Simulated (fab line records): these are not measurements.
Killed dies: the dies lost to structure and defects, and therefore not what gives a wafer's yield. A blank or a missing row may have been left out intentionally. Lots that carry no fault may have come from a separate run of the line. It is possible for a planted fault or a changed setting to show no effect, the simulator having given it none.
A struck lot beside a sound one + flow sfq line + 14 out of 325 route steps
Sound: the wafers L327.2, L327.3, L327.5. Wafers struck: L345.3, L345.4, L345.5. The cause comes at the end.
Order at every step that has rows: each side's tool, ch and its chambers, its first start. Under that, the readings that differ: sound wafers + struck wafers + difference of the means + sigmas: that difference in standard deviations of wafers without a fault.
alike: words and numbers the same on both sides, and readings whose means are apart by under 2 such deviations; not compared: readings that were withheld, readings missing a value for some wafer, numbers with overlapping values and no deviation given by the record, and bounds like >300 which may hide the same value.
A row with sigmas, a row that says differs or no value, or rows on one side alone: a step with any of these is where the two part. Numbers that don't overlap but have no deviation are shown without sigmas and don't part them. Lack of a reading on every wafer of one side parts them only where that side has two or more wafers.

SFQ_TRILAYER_M4_ETCH_METAL_ETCH_096: etches Nb in Cl2/Ar, stops on SiO2, target depth 240 nm, time 120 s.
  sound on rie metal-04 ch 0,1, day 45 06:42; struck on rie metal-03 ch 0,1, day 57 01:38
  alike: drypump motor current A, he backside leak sccm, oes product au
  not compared: rf hours counter h
SFQ_TRILAYER_M4_STRIP_STRIP_097: strips in O2.
  sound on rie metal-04 ch 0,1, day 45 06:49; struck on rie metal-03 ch 0,1, day 57 01:55
  alike: drypump motor current A, he backside leak sccm, oes product au
  not compared: rf hours counter h
then, 1 step without rows for these wafers: SFQ_TRILAYER_M4_STRIP_SOLV_CLEAN_098 (cleans in NMP, time 600 s).
SFQ_TRILAYER_I4_DEP_PECVD_099: deposits SiO2 from SiH4/N2O, time 111.11 s, target thk 500 nm.
  sound on pecvd-02 ch 0,1,2, day 45 07:36; struck on pecvd-02 ch 0,2, day 57 02:29
  alike: heater power w, throttle valve pct
SFQ_TRILAYER_I4_CMP_CMP_100: polishes SiO2.
  sound on cmp-02 ch 0,1,2, day 45 08:41; struck on cmp-02 ch 1,2, day 57 07:41
  alike: motor current A, slurry flow ml min, time to endpoint s
SFQ_I4_BOW_MEAS_927:
  struck on film metro-04, day 57 10:13; sound on film metro-03, day 45 10:42
  alike: I4_BOW
SFQ_TRILAYER_I4_METRO_MEASURE_101:
  struck on film metro-04, day 57 10:42; sound on film metro-03, day 45 11:00
  alike: thk nm
then, 5 steps without rows for these wafers: SFQ_TRILAYER_I4_VIA_LITHO_COAT_108 (resist thk 62 nm); SFQ_TRILAYER_I4_VIA_LITHO_COAT_103 (resist thk 650 nm); SFQ_TRILAYER_I4_VIA_LITHO_SOFTBAKE_107; SFQ_TRILAYER_I4_VIA_LITHO_EXPOSE_104 (exposes mask I4, target cd 700 nm); SFQ_TRILAYER_I4_VIA_LITHO_PEB_106 (peb time 60 s).
-- the record jumps here: 4 days lie between the struck wafers' starts before and after --
SFQ_TRILAYER_I4_VIA_LITHO_DEVELOP_105: time 60 s.
  sound on litho track-03 ch 0, day 46 21:46; struck on litho track-01, day 61 21:14
  no value came back on the struck wafers for chill plate temp C (C), exhaust pa (Pa), resist line temp C (C); on the sound wafers chill plate temp C (C) reads 22.81 22.83 22.84
| reading                                                 | sound             | struck            | difference | sigmas |
|---------------------------------------------------------|-------------------|-------------------|------------|--------|
| model.KrF_of_TRILAYER_I4_VIA_LITHO_COAT_103.thk nm (nm) | 625.8 624.2 624.8 | 649.1 652.4 651.1 | +25.9      |        |
SFQ_I4_OVL_MEAS_928:
  struck on overlay-02, day 61 21:21; sound on overlay-02, day 46 21:53
| reading     | sound  | struck | difference                    | sigmas |
|-------------|--------|--------|-------------------------------|--------|
| I4_OVL (nm) | 5 5 11 | - - -  | no value on the struck wafers |        |

WHERE THEY PART
At SFQ_TRILAYER_I4_VIA_LITHO_DEVELOP_105 first; at SFQ_I4_OVL_MEAS_928 last (within this record only).

WHY: what had been put in by the simulator
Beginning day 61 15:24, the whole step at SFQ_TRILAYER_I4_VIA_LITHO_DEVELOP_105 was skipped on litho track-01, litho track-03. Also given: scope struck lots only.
